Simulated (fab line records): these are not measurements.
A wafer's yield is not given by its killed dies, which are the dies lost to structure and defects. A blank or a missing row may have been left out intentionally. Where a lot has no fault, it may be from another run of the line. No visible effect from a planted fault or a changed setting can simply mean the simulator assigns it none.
2 desks, one fault + flow sfq line + only its own numbers are on each desk; what lay behind them is given at the end

== THE METROLOGY DESK ==
What the gauges read, lot by lot, whatever tool the lot ran on: means of the sampled wafers that have a number. The brackets show how far a lot's mean lies from the usual mean; more than 4 standard deviations puts the lot out of limits, marked OUT.
Columns: A = M3_NB_RS at SFQ_M3_RS_MEAS_919, usual 0.886 ohm/sq; B = M3_OVL at SFQ_M3_OVL_MEAS_921, usual 2 nm
| lot  | first seen here | A     | B  |
|------|-----------------|-------|----|
| L452 | day 32 23:22    | 0.875 | 5  |
| L463 | day 43 23:19    | 0.891 | -1 |
| L464 | day 44 06:40    | 0.887 | -4 |
| L465 | day 44 18:29    | 0.894 | 5  |
| L466 | day 45 13:41    | 0.876 | 9  |
| L471 | day 47 00:29    | 0.894 | -0 |
| L474 | day 48 10:14    | 0.896 | 7  |
This desk's finding: nothing out of limits on any of the 7 lots.

== FOR THE TOOL OWNER'S DESK: rie metal-01 ==
The tool's own readings at SFQ_TRILAYER_M3_BARC_OPEN_METAL_ETCH_100 (etches BARC in O2, target depth 125 nm, time 41.7 s): means of the sampled wafers that have a number, for each lot that ran on this tool. The brackets show how far a lot's mean lies from the usual mean; more than 4 standard deviations puts the lot out of limits, marked OUT.
Columns: A = drypump motor current A at SFQ_TRILAYER_M3_BARC_OPEN_METAL_ETCH_100, usual 5.6 A; B = oes product au at SFQ_TRILAYER_M3_BARC_OPEN_METAL_ETCH_100, usual 0.685 a.u.; C = rf fwd power W at SFQ_TRILAYER_M3_BARC_OPEN_METAL_ETCH_100, usual 594.8 W
| lot  | first seen here | A   | B     | C     |
|------|-----------------|-----|-------|-------|
| L463 | day 49 12:47    | 6.0 | 0.679 | 593.5 |
| L464 | day 49 15:11    | 5.6 | 0.683 | 594.8 |
| L465 | day 49 22:25    | 5.6 | 0.685 | 593.7 |
| L466 | day 50 09:11    | 6.0 | 0.687 | 593.0 |
This desk's finding: nothing out of limits on any of the 4 lots.

== PUT TOGETHER ==
From the metrology desk's view, nothing was out of limits.
Nothing out of limits was seen by the tool owner's desk.

== WHAT WAS PUT IN BY THE SIMULATOR ==
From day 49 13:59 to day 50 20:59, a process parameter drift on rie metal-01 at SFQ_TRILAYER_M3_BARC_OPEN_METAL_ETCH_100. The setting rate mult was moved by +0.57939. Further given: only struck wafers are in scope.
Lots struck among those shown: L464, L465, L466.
